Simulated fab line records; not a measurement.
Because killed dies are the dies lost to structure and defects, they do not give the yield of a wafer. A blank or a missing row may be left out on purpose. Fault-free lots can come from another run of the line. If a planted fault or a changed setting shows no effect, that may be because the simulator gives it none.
A lot that was struck, set against a sound lot	flow sky130	16 out of 708 route steps
Sound: the wafers L199.2, L199.3, L199.4. Struck: wafers L215.4, L215.5, L215.6. At the end, the cause is stated.
Per side, at each step with rows, come the tool, then ch with its chambers, and then its first start. Under that, the readings that differ: sound wafers	struck wafers	difference of the means	sigmas: that difference in standard deviations of wafers without a fault.
alike: readings whose means differ by less than 2 such deviations, and words and numbers that are the same on both sides. not compared: withheld readings, readings that some wafer has no value for, bounds like >300 that may hide the same value, and numbers for which the record gives no deviation and whose values overlap.
A row with sigmas, a row that says differs or no value, or rows on one side alone: a step with any of these is where the two part. Numbers that have no deviation but don't overlap get no sigmas and don't part them. A reading that every wafer of one side lacks parts them only if that side has two wafers or more.

first, 2 steps without rows for these wafers: SKY_NWELL_IMPLANT_12; SKY_NWELL_IMPLANT_13.
SKY_NWELL_STRIP_14: strips in O2/N2.
  sound on plasmaAsher-03 ch 0,1, day 4 12:02; struck on plasmaAsher-04 ch 0,1, day 8 10:17
reading	sound	struck	difference	sigmas
stripTimeToEndpointS (s)	36.76 36.76 36.77	37.14 37.18 37.19	+0.41	+3
  alike: drypumpMotorCurrentA, oesProductAu
  not compared: rfHoursCounterH
SKY_NWELL_TW_MEAS_15:
  struck on filmMetro-01, day 8 10:23; sound on filmMetro-01, day 4 12:08
  alike: NWELL_TW
then, 7 steps without rows for these wafers: SKY_NWELL_DEHYDRATE_16 (time 60 s); SKY_NWELL_HMDS_17 (prime time 60 s); SKY_NWELL_COAT_18 (resist thk 3000 nm); SKY_NWELL_SOFTBAKE_19; SKY_NWELL_EXPOSE_20 (exposes mask NWM COMPLEMENT, target cd 840 nm); SKY_NWELL_PEB_21; SKY_NWELL_DEVELOP_22 (develop time 60 s).
SKY_NWELL_OVL_MEAS_23:
  struck on overlay-01, day 9 07:49; sound on overlay-02, day 5 06:02
  alike: NWELL_01_OVL
SKY_NWELL_IMPLANT_24:
  sound on implanter-02 ch 0, day 5 06:05; struck on implanter-01 ch 0, day 9 07:55
reading	sound	struck	difference	sigmas
doseIonsCm2	9.199e+12 9.193e+12 9.19e+12	4.189e+12 4.188e+12 4.184e+12	-5.007e+12	-99 or more
faradayCurrentUA	53.0 51.5 51.8	23.6 23.5 23.9	-28.4	-29
SKY_NWELL_STRIP_25: strips in O2/N2.
  sound on plasmaAsher-01 ch 0,1, day 5 06:13; struck on plasmaAsher-04 ch 0,1, day 9 08:01
reading	sound	struck	difference	sigmas
stripTimeToEndpointS (s)	36.56 36.69 36.70	37.24 37.10 37.16	+0.52	+4
  alike: drypumpMotorCurrentA, oesProductAu
  not compared: rfHoursCounterH
SKY_NWELL_TW_MEAS_26:
  struck on filmMetro-01, day 9 08:07; sound on filmMetro-03, day 5 06:19
reading	sound	struck	difference	sigmas
NWELL_2_TW	500.6 501.8 500.9	387.8 389.8 390.4	-111.8	-45
then, 1 step without rows for these wafers: SKY_NWELL_CLEAN_27 (cleans in SC1/SC2, time 150 s).

## WHERE THEY PART
Earliest at SKY_NWELL_STRIP_14; latest, in this record, at SKY_NWELL_TW_MEAS_26.

WHY: the cause the simulator had injected
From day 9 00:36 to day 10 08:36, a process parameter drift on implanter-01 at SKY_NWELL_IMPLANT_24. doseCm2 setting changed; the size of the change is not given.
